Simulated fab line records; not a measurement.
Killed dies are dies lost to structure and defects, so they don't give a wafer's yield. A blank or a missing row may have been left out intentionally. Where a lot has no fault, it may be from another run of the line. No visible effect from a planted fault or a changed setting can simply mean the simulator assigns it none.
Code-filled problem report in 8D (eight disciplines) form    flow gf180mcu    the parts of the form that need people (team, actions taken, sign-off) are left out

== 1. PROBLEM STATEMENT ==
Across 4 wafers from 2 lots, PASSIVATION_CVD_00_THK at GF_PASSIVATION_THK_MEAS_01 averages 829 nm, while fault-free wafers read 1001 nm with a standard deviation of 13. Measured from the usual mean, that is -13 standard deviations.
Earliest sighting: wafer L163.2 on film-metro-02 at day 33 08:21. The record has a number at this step for 39 wafers belonging to 13 lots. Rule for "out", or "out of limits": more than 4 standard deviations from the usual mean. All remaining wafers that have a number are taken as sound.

== 2. WHAT IT IS AND WHAT IT IS NOT ==
question                     is                              is not
which readings at this step  PASSIVATION_CVD_00_THK          -
which lots                   L163, L167                      L145, L146, L147, L148, L150, L151, L152, L154, L156, L157, L161
which wafers of those lots   L163.2, L163.5, L167.3, L167.4  L163.1, L167.1
read on which gauges         film-metro-02                   film-metro-01, film-metro-03
when                         from day 33 08:21               up to then (34 sound wafers); but 1 sound wafer of L167 came after

== 3. WHAT RULES OUT EACH SUSPECT ==
Counting: any tool at a process step up to the reading remains a suspect provided it ran every lot that is out. Sound lots after the first of them don't rule it out here, since some wafers of a struck lot are sound.
- the gauge at GF_PASSIVATION_THK_MEAS_01: kept. All the wafers that are out were read on film-metro-02, and no step on other tools shows them out.
- pecvd-03 at GF_PASSIVATION_CVD_00 (deposits SiO2 from TEOS, target thk 1000 nm, time 111.95 s): kept. Every lot that is out went through it, the first being L163 (day 33 08:17); the last sound lot it ran before that was L156 (day 31 18:08).
- At GF_PASSIVATION_CVD_00 on pecvd-03, chamber 2 took the sound wafers of the same lots and chamber 1 took the wafers that are out.
The count leaves film-metro-02 at GF_PASSIVATION_THK_MEAS_01 and pecvd-03 at GF_PASSIVATION_CVD_00.

== 4. THE CAUSE (what the simulator had put in) ==
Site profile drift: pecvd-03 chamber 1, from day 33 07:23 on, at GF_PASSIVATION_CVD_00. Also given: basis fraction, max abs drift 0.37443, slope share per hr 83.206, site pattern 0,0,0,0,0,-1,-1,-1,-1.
This tool is one of the 2 suspects left after counting.

== 5. SEQUENCE OF EFFECTS, ordered by route ==
Each row: a reading where the mean over the struck wafers with a number is more than 3 standard deviations away from the usual. Only readings for which the record gives a usual standard deviation are gone through. hours: the time from each lot's start at the first step in this table that gives one to its start at this step, as a median over the lots. sigmas: the change in usual standard deviations.
hours  step                        reading                 usual    on struck wafers  change  sigmas
0      GF_PASSIVATION_THK_MEAS_01  PASSIVATION_CVD_00_THK  1001 nm  829               -172    -13

== 6. WHAT WOULD HAVE CAUGHT IT SOONER ==
In this record the first reading out of limits at a measuring or inspecting step was taken at day 33 08:21, 1 hour after the fault began at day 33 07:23.
An alarm limit of 4 standard deviations would not have fired on the tool readings at GF_PASSIVATION_CVD_00 for which the record gives a usual standard deviation, since none of them was out on any struck wafer.
L167, from the lots that are out (2), started GF_PASSIVATION_CVD_00 on pecvd-03 later than day 33 08:21. A tool hold placed at that time would have kept it from harm.
